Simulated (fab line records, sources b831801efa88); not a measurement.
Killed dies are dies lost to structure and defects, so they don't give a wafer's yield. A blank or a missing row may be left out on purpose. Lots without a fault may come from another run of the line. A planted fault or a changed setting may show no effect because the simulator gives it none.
Problem report in the 8D (eight disciplines) form, filled by code | flow gf180mcu | the parts of the form that need people (team, actions taken, sign-off) are left out

1. THE PROBLEM
chamber_pressure_pa at GF_M1_SPUTTER_04 reads a mean of 0.3342 Pa on 6 wafers of 2 lots; wafers without a fault read 0.4000 Pa with a standard deviation of 0.00082. That is -80 standard deviations from the usual mean.
The step: material TiN, target thk 50 nm, time 41.7 s.
First seen on wafer L413.2, day 20 05:27, on pvd_sputter-04. The record holds 36 wafers of 12 lots with a number at this step. Rule for "out", or "out of limits": more than 4 standard deviations from the usual mean. The other wafers with a number count as sound.

2. WHAT IT IS AND WHAT IT IS NOT
question                    | is                     | is not
which readings at this step | chamber_pressure_pa    | -
which lots                  | L413, L414             | L407, L408, L415, L418, L420, L421, L423, L424, L425, L426
which wafers of those lots  | all that have a number | -
read on which tools         | pvd_sputter-04         | pvd_sputter-01, pvd_sputter-03
when                        | from day 20 05:27      | up to then (6 sound wafers); but 24 sound wafers of L415, L418, L420, L421, L423, L424, L425, L426 came after

3. SUSPECTS, AND WHAT RULES EACH OUT
Counting: a tool at a process step up to the reading stays a suspect if it ran every lot that is out and no sound lot after the first of them.
- cmp-01 at GF_CONTACT_CMP_27 (polishes, stops on SiO2, t overpolish 15 s, target thk 0 nm): ruled out as a lasting fault. Sound lots L418, L421, L423, L426 ran on it after its first lot that is out, L413 (day 20 04:58).
- pvd_sputter-04 at GF_M1_SPUTTER_03 (material Ti, target thk 10 nm, time 6.7 s): ruled out as a lasting fault. Sound lots L421, L423, L424 ran on it after its first lot that is out, L413 (day 20 05:26).
- pvd_sputter-04 at GF_M1_SPUTTER_04 (material TiN, target thk 50 nm, time 41.7 s): ruled out as a lasting fault. Sound lots L421, L423, L424 ran on it after its first lot that is out, L413 (day 20 05:27).
Left after counting: nothing in the record.

4. THE CAUSE (what the simulator had put in)
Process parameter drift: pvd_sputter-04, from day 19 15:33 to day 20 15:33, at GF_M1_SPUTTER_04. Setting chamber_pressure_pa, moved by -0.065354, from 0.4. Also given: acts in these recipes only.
Counting ruled it out, wrongly.

5. THE CHAIN OF EFFECTS, in route order
Each row: a reading whose mean over the struck wafers that have a number lies more than 3 standard deviations from the usual. Only readings for which the record gives a usual standard deviation are gone through. hours: the time from each lot's start at the first step in this table that gives one to its start at this step, as a median over the lots. sigmas: the change in usual standard deviations.
hours | step             | reading             | usual     | on struck wafers | change  | sigmas
0     | GF_M1_SPUTTER_04 | chamber_pressure_pa | 0.4000 Pa | 0.3342           | -0.0658 | -80
0     | GF_M1_SPUTTER_04 | throttle_valve_pct  | 30.2 %    | 33.6             | +3.4    | +3.1
The process steps in it:
- GF_M1_SPUTTER_04: material TiN, target thk 50 nm, time 41.7 s.
Later measuring or inspecting steps at which every struck wafer that the step has a row for has a number for every such reading, and none has moved that far: GF_V1_THK_MEAS_01.

6. WHAT WOULD HAVE CAUGHT IT SOONER
In this record the first reading out of limits was taken at day 20 05:27, 14 hours after the fault began at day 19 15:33.
